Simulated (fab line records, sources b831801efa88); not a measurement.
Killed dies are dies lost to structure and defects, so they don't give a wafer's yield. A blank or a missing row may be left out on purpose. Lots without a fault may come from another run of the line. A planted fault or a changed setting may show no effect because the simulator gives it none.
Problem report in the 8D (eight disciplines) form, filled by code | flow sky130 | the parts of the form that need people (team, actions taken, sign-off) are left out

1. THE PROBLEM
SD_N_OVL at SKY_SD_N_OVL_MEAS_08 reads a mean of -90.1 nm on 12 wafers of 4 lots; wafers without a fault read 0.3 nm with a standard deviation of 1.3. That is -70 standard deviations from the usual mean.
First seen on wafer L961.3, day 30 00:25, on overlay-01. The record holds 39 wafers of 13 lots with a number at this step. Rule for "out", or "out of limits": more than 4 standard deviations from the usual mean. The other wafers with a number count as sound.

2. WHAT IT IS AND WHAT IT IS NOT
question                    | is                     | is not
which readings at this step | SD_N_OVL               | -
which lots                  | L961, L965, L966, L968 | L956, L958, L959, L960, L964, L967, L976, L978, L979
which wafers of those lots  | all that have a number | -
read on which gauges        | overlay-01             | overlay-02
when                        | from day 30 00:25      | up to then (12 sound wafers); but 15 sound wafers of L964, L967, L976, L978, L979 came after

3. SUSPECTS, AND WHAT RULES EACH OUT
Counting: a tool at a process step up to the reading stays a suspect if it ran every lot that is out and no sound lot after the first of them.
- the gauge at SKY_SD_N_OVL_MEAS_08: kept. All the wafers that are out were read on overlay-01, and no step on other tools shows them out.
- iline_stepper-01 at SKY_SD_N_EXPOSE_04 (exposes mask NSDM, target cd 380 nm): kept. It ran every lot that is out, first L961 (day 29 09:08), and no sound lot after that; its last sound lot up to then is L960 (day 28 14:26).
Left after counting: iline_stepper-01 at SKY_SD_N_EXPOSE_04, overlay-01 at SKY_SD_N_OVL_MEAS_08.

4. THE CAUSE (what the simulator had put in)
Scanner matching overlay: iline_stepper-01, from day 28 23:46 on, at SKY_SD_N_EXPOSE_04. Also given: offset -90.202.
Counting left 2 suspects, and this tool is among them.

5. THE CHAIN OF EFFECTS, in route order
Each row: a reading whose mean over the struck wafers that have a number lies more than 3 standard deviations from the usual. Only readings for which the record gives a usual standard deviation are gone through. hours: the time from each lot's start at the first step in this table that gives one to its start at this step, as a median over the lots. sigmas: the change in usual standard deviations.
hours | step                 | reading  | usual  | on struck wafers | change | sigmas
0     | SKY_SD_N_OVL_MEAS_08 | SD_N_OVL | 0.3 nm | -90.1            | -90.4  | -70

6. WHAT WOULD HAVE CAUGHT IT SOONER
In this record the first reading out of limits at a measuring or inspecting step was taken at day 30 00:25, 25 hours after the fault began at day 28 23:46.
Of the tool readings at SKY_SD_N_EXPOSE_04 for which the record gives a usual standard deviation, none was out on any struck wafer, so an alarm limit of 4 standard deviations on them would not have fired.
Of the lots that are out (4), L965, L966, L968 began SKY_SD_N_EXPOSE_04 on iline_stepper-01 after day 30 00:25. A hold on the tool at that time would have spared those 3.
